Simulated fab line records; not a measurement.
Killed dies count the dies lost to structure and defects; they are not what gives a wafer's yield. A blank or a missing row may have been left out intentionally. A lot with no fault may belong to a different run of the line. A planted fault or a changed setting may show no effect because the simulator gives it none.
Matching of chambers    flow sky130    SKY_VIA2_CMP_02 on cmp-02 has 4 sister chambers
The step polishes SiO2. 27 wafers are shown with their chamber, then 12 later ones without.

EACH WAFER AND ITS CHAMBER
wafer   chamber  motor current A (A)  platen rpm (rpm)
L074.2  0        10.4                 59.91
L074.3  1        12.1                 59.95
L074.4  3        11.2                 60.01
L076.2  1        11.4                 60.02
L076.4  0        10.9                 60.02
L076.6  2        9.7                  59.99
L077.1  2        10.3                 60.03
L077.3  1        11.8                 60.02
L077.5  0        11.4                 60.08
L079.1  2        10.1                 60.09
L079.3  3        11.7                 60.06
L079.4  1        11.5                 59.97
L082.2  2        10.6                 60.05
L082.4  0        10.9                 59.93
L082.6  0        11.2                 59.92
L084.3  0        10.5                 59.99
L084.4  2        10.3                 60.03
L084.5  3        11.5                 59.99
L089.1  2        9.7                  59.99
L089.4  3        11.8                 60.02
L089.6  3        11.2                 60.03
L090.2  2        10.6                 59.95
L090.3  1        11.8                 60.01
L090.6  0        11.0                 60.01
L091.2  0        11.0                 60.03
L091.3  1        10.9                 60.03
L091.5  3        11.3                 59.99

SIGNATURES (means of the wafers above)
reading          chamber 0  chamber 1  chamber 2  chamber 3  scatter within a chamber
motor current A  10.912     11.583     10.186     11.450     0.35
platen rpm       59.9862    60.0000    60.0186    60.0167    0.0453
Rule: a wafer's distance from a chamber is the root of the sum, over the readings, of the square of ((its reading less the chamber's mean) divided by the reading's scatter). The wafer belongs to the nearest chamber; if the next one is less than 2 further off, it can't be placed. The scatter: take each reading less its chamber's mean, square it, sum over the shown wafers, divide by the number of wafers less the number of chambers, and take the root.

WAFERS WITH NO CHAMBER GIVEN
wafer   motor current A (A)  platen rpm (rpm)
L092.2  10.7                 60.05
L092.4  10.7                 59.94
L092.5  10.9                 59.89
L093.2  11.2                 59.99
L093.4  10.2                 60.04
L093.6  11.1                 60.02
L095.1  11.7                 60.02
L095.4  10.0                 60.02
L095.5  11.1                 59.99
L097.2  11.7                 60.02
L097.3  11.3                 59.98
L097.6  11.8                 60.01

THE CHAMBER EACH PASSED THROUGH
wafer   from the rows above                in truth
L092.2  can't be placed: 0 or 2 or 3 or 1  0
L092.4  can't be placed: 0 or 2 or 3 or 1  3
L092.5  can't be placed: 0 or 1 or 3 or 2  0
L093.2  can't be placed: 0 or 3 or 1       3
L093.4  can't be placed: 2 or 0            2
L093.6  can't be placed: 0 or 3 or 1 or 2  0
L095.1  can't be placed: 1 or 3 or 0       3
L095.4  2                                  2
L095.5  can't be placed: 0 or 3 or 1       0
L097.2  can't be placed: 1 or 3 or 0       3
L097.3  can't be placed: 3 or 1 or 0       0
L097.6  can't be placed: 1 or 3 or 0       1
Correct placement for 1 of the 12. From these rows, 11 cannot be placed; in 11 the true chamber is one of the candidates. Number placed wrongly: 0.
